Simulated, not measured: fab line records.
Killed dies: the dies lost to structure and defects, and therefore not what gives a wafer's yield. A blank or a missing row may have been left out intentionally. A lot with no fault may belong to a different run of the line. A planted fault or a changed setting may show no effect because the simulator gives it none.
Problem report in the 8D (eight disciplines) form, filled by code | flow gf180mcu | the parts of the form that need people (team, actions taken, sign-off) are left out

== 1. WHAT IS WRONG ==
Across 6 wafers from 2 lots, PSD_TW at GF_PSD_TW_MEAS_11 averages 3454, while fault-free wafers read 3171 with a standard deviation of 36. That is +7.9 standard deviations from the usual mean.
Earliest sighting: wafer L821.1 on film metro-03 at day 19 08:30. Wafers with a number at this step in the record: 33, from 11 lots. The rule behind "out" and "out of limits": a value lying over 4 standard deviations away from the usual mean. All remaining wafers that have a number are taken as sound.

== 2. WHAT THIS IS AND IS NOT ==
question                    | is                           | is not
which readings at this step | PSD_TW                       | -
which lots                  | L821, L822                   | L807, L812, L813, L816, L817, L818, L819, L820, L830
which wafers of those lots  | all that have a number       | -
read on which gauges        | film metro-03, film metro-04 | film metro-01
when                        | from day 19 08:30            | up to then (24 sound wafers); but 3 sound wafers of L830 came after

== 3. SUSPECTS, AND WHAT RULES EACH OUT ==
Counting: any tool at a process step up to the reading is kept as a suspect provided that every lot that is out went through it and no sound lot did after the first of them.
- ruled out: the gauge at GF_PSD_TW_MEAS_11. Those wafers that are out were read across 2 gauges (film metro-03, film metro-04).
- implanter-03 at GF_PSD_IMPLANT_09: kept. It ran every lot that is out, first L821 (day 19 08:15), and no sound lot after that; its last sound lot up to then is L819 (day 18 15:05). Its own dose ions cm2, end station pressure torr, faraday current uA readings are out on those wafers.
Left after counting: implanter-03 at GF_PSD_IMPLANT_09.

== 4. THE CAUSE (what the simulator had put in) ==
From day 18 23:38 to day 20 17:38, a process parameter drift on implanter-03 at GF_PSD_IMPLANT_09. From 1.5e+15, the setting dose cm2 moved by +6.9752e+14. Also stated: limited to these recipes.
Counting left only this tool.

== 5. THE EFFECT CHAIN, in route order ==
Each row: a reading whose mean over the struck wafers that have a number lies more than 3 standard deviations from the usual. Only readings for which the record gives a usual standard deviation are gone through. hours: the time from each lot's start at the first step in this table that gives one to its start at this step, as a median over the lots. sigmas: the change in usual standard deviations.
hours | step              | reading                   | usual         | on struck wafers | change      | sigmas
0     | GF_PSD_IMPLANT_09 | dose ions cm2             | 1.4994e+15    | 2.1959e+15       | +6.9650e+14 | +99 or more
0     | GF_PSD_IMPLANT_09 | end station pressure torr | 1.17e-05 Torr | 1.47e-05         | +2.95e-06   | +5.4
0     | GF_PSD_IMPLANT_09 | faraday current uA        | 8250          | 11980            | +3730       | +21
0     | GF_PSD_STRIP_10   | oes product au            | 0.592 a.u.    | 0.567            | -0.025      | -5.7
0     | GF_PSD_STRIP_10   | strip time to endpoint s  | 16.54 s       | 17.77            | +1.23       | +30
0     | GF_PSD_TW_MEAS_11 | PSD_TW                    | 3171          | 3454             | +283        | +7.9
1     | GF_PSD_RS_MEAS_15 | PSD_RS                    | 108.44 ohm/sq | 101.89           | -6.55       | -23
Here are the process steps it includes:
- GF_PSD_IMPLANT_09
- GF_PSD_STRIP_10: strips in O2/N2.
Later measuring or inspecting steps at which every struck wafer that the step has a row for has a number for every such reading, and none has moved that far: GF_M1_OVL_MEAS_15.

== 6. WHAT WOULD HAVE CAUGHT IT SOONER ==
In this record the first reading out of limits at a measuring or inspecting step was taken at day 19 08:30, 9 hours after the fault began at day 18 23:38.
Tool's own readings at GF_PSD_IMPLANT_09, dose ions cm2, end station pressure torr, faraday current uA: out on all struck wafers the step has rows for; an alarm limit on them would have tripped on the first.
Among the 2 lots that are out, L822 began GF_PSD_IMPLANT_09 on implanter-03 after day 19 08:30. Putting the tool on hold at that point would have spared it.
